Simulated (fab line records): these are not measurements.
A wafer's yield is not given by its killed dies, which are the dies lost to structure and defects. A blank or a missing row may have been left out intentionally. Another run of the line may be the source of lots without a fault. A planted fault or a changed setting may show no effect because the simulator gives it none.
Which tool is to blame? -- flow gf180mcu -- 18 wafers from 6 lots sampled at 5 of the route's 602 steps

== WHAT THE GAUGES SHOWED, per wafer ==
GF_V5_CD_MEAS_14: the cd target is 260 nm.
lot,measured,on,cd_nm (nm)
L393,day 28 17:03,cd_sem-01,261.9 265.0 261.4
L402,day 32 00:50,cd_sem-02,258.7 258.9 259.6
L404,day 32 02:18,cd_sem-01,258.6 259.4 259.1
L407,day 32 15:56,cd_sem-01,259.4 261.3 260.1
L409,day 33 02:49,cd_sem-01,260.8 260.9 260.2
L411,day 33 17:28,cd_sem-01,257.6 257.9 258.1

== WHICH TOOL RAN EACH LOT (tool, then ch and the chambers of the sampled wafers, then the start) ==
lot,GF_V4_CMP_26,GF_MIM_SPUTTER_02,GF_MIM_CVD_05,GF_V5_EXPOSE_11
L393,"cmp-01 ch 1,2,3, day 26 02:57","pvd_sputter-02, day 26 03:20","pecvd-01 ch 1,2, day 26 03:25","krf_scanner-01 ch 0, day 28 07:41"
L402,"cmp-02 ch 0,2,3, day 29 17:14","pvd_sputter-02, day 29 17:40","pecvd-03 ch 0,2, day 29 17:45","krf_scanner-02 ch 0, day 31 16:34"
L404,"cmp-01 ch 2,3, day 29 17:58","pvd_sputter-04, day 29 18:23","pecvd-01 ch 1,2, day 29 18:29","krf_scanner-01 ch 0, day 31 17:56"
L407,"cmp-02 ch 1,2,3, day 30 09:22","pvd_sputter-03, day 30 09:46","pecvd-03 ch 0,1,2, day 30 09:52","krf_scanner-01 ch 0, day 32 07:37"
L409,"cmp-01 ch 0,1,2, day 30 22:10","pvd_sputter-03, day 30 22:29","pecvd-03 ch 1,2, day 30 22:35","krf_scanner-02 ch 0, day 32 19:02"
L411,"cmp-01 ch 0,2, day 31 11:35","pvd_sputter-02, day 31 12:01","pecvd-02 ch 1,2, day 31 12:07","krf_scanner-02 ch 0, day 33 09:40"
- GF_V4_CMP_26: polishes, stops on SiO2, t overpolish 15 s, target thk 0 nm.
- GF_MIM_SPUTTER_02: material AlCu, target thk 450 nm, time 23.9 s.
- GF_MIM_CVD_05: deposits Si3N4, target thk 42 nm, time 29.086 s.
- GF_V5_EXPOSE_11: exposes mask Via5, target cd 260 nm.

== THE ANSWER, worked out from the rows above alone ==
Rule: what is usual is taken from the lots themselves. Put in order of their means at a reading, lots are off if they are a third of the lots or fewer, leave a main group of 4 or more, and stand apart from it by a gap of 3 or more times the standard deviation of the main group's means; of several such gaps the widest counts. Not used: any main group whose means are identical at the precision the tables above print for the reading. A lot without any number at a reading at which 4 lots or more have one is off too. Any other lot the step has rows for is counted as sound.
No lot is off on any of the readings shown, so nothing can be concluded from this.

== WHAT THE SIMULATOR PUT IN ==
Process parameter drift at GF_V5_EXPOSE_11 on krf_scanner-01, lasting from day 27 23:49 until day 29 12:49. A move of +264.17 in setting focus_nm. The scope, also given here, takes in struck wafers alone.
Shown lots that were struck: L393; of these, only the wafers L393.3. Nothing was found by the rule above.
